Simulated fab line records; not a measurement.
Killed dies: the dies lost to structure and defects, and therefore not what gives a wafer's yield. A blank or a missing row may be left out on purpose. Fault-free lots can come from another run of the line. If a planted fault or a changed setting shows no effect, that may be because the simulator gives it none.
A struck lot beside a sound one	flow gf180mcu	15 out of 602 route steps
Sound: the wafers L151.3, L151.4, L151.6. Struck: wafer L163.2. (L163.4 of the same lot was not struck and is left out.) The cause comes at the end.
For every step that has rows: the tool of each side, followed by ch and its chambers, followed by its first start. Under that, the readings that differ: sound wafers	struck wafers	difference of the means	sigmas: that difference in standard deviations of wafers without a fault.
alike: readings whose means differ by less than 2 such deviations, and words and numbers that are the same on both sides. not compared: withheld readings, readings that some wafer has no value for, bounds like >300 that may hide the same value, and numbers for which the record gives no deviation and whose values overlap.
Wherever a step has rows on one side only, a row that says differs or no value, or a row with sigmas, the two part there. Numbers that don't overlap but have no deviation are shown without sigmas and don't part them. Lack of a reading on every wafer of one side parts them only where that side has two or more wafers.

GF_M4_SPUTTER_04: material TiN, target thk 50 nm, time 41.7 s.
  sound on pvd_sputter-01 at day 23 07:13; struck on pvd_sputter-03 at day 27 05:20
reading	sound	struck	difference	sigmas
throttle_valve_pct (%)	30.9 27.7 27.8	31.0	+2.2	+2
GF_M4_RS_MEAS_05: measurement is done with a four-point probe.
  sound on film_metro-03 at day 23 07:17; struck on film_metro-04 at day 27 05:23
  alike: M4_ALCU_RS
GF_M4_THK_MEAS_06: measures by xrf.
  sound on film_metro-03 at day 23 07:23; struck on film_metro-04 at day 27 05:30
  alike: M4_ALCU_THK
then, 7 steps without rows for these wafers: GF_M4_DEHYDRATE_07 (time 60 s); GF_M4_HMDS_08 (prime time 60 s); GF_M4_COAT_09 (resist thk 1000 nm); GF_M4_SOFTBAKE_10 (time 60 s); GF_M4_EXPOSE_11 (exposes mask Metal4, target cd 280 nm); GF_M4_PEB_12 (peb time 90 s); GF_M4_DEVELOP_13 (develop time 60 s).
GF_M4_CD_MEAS_14: target cd 280 nm.
  sound on cd_sem-01 at day 24 05:38; struck on cd_sem-02 at day 28 00:33
  alike: cd_nm
GF_M4_OVL_MEAS_15:
  sound on overlay-01 at day 24 05:44; struck on overlay-01 at day 28 00:39
  alike: M4_OVL
GF_M4_METAL_ETCH_16: etches the open film in Cl2/BCl3, stops on SiO2, target depth 750.8 nm, time 125.1 s.
  sound on rie_metal-03 ch 1, day 24 05:50; struck on rie_metal-04 ch 0, day 28 00:41
reading	sound	struck	difference	sigmas
rf_hours_counter_h (h)	- - -	5	no value on the sound wafers	
model.KrF_of_M4_COAT_09.thk_nm (nm)	681.4 681 684.5	584.8	-97.5	
  alike: drypump_motor_current_A, oes_product_au, throttle_valve_pct
GF_M4_STRIP_17: strips in O2/N2.
  sound on plasma_asher-03 ch 0,1, day 24 06:03; struck on plasma_asher-01 ch 1, day 28 00:49
reading	sound	struck	difference	sigmas
oes_product_au (a.u.)	0.549 0.539 0.541	0.498	-0.045	-9
rf_hours_counter_h (h)	- - -	104	no value on the sound wafers	
strip_time_to_endpoint_s (s)	7.35 7.36 7.39	6.39	-0.98	-17
  alike: drypump_motor_current_A, heater_power_w, platen_temp_c
then, 1 step without rows for these wafers: GF_M4_STRIP_18 (strips in post etch residue remover, time 1200 s).

== WHERE THEY PART ==
Earliest at GF_M4_SPUTTER_04; latest, in this record, at GF_M4_STRIP_17.

WHY: the cause the simulator had injected
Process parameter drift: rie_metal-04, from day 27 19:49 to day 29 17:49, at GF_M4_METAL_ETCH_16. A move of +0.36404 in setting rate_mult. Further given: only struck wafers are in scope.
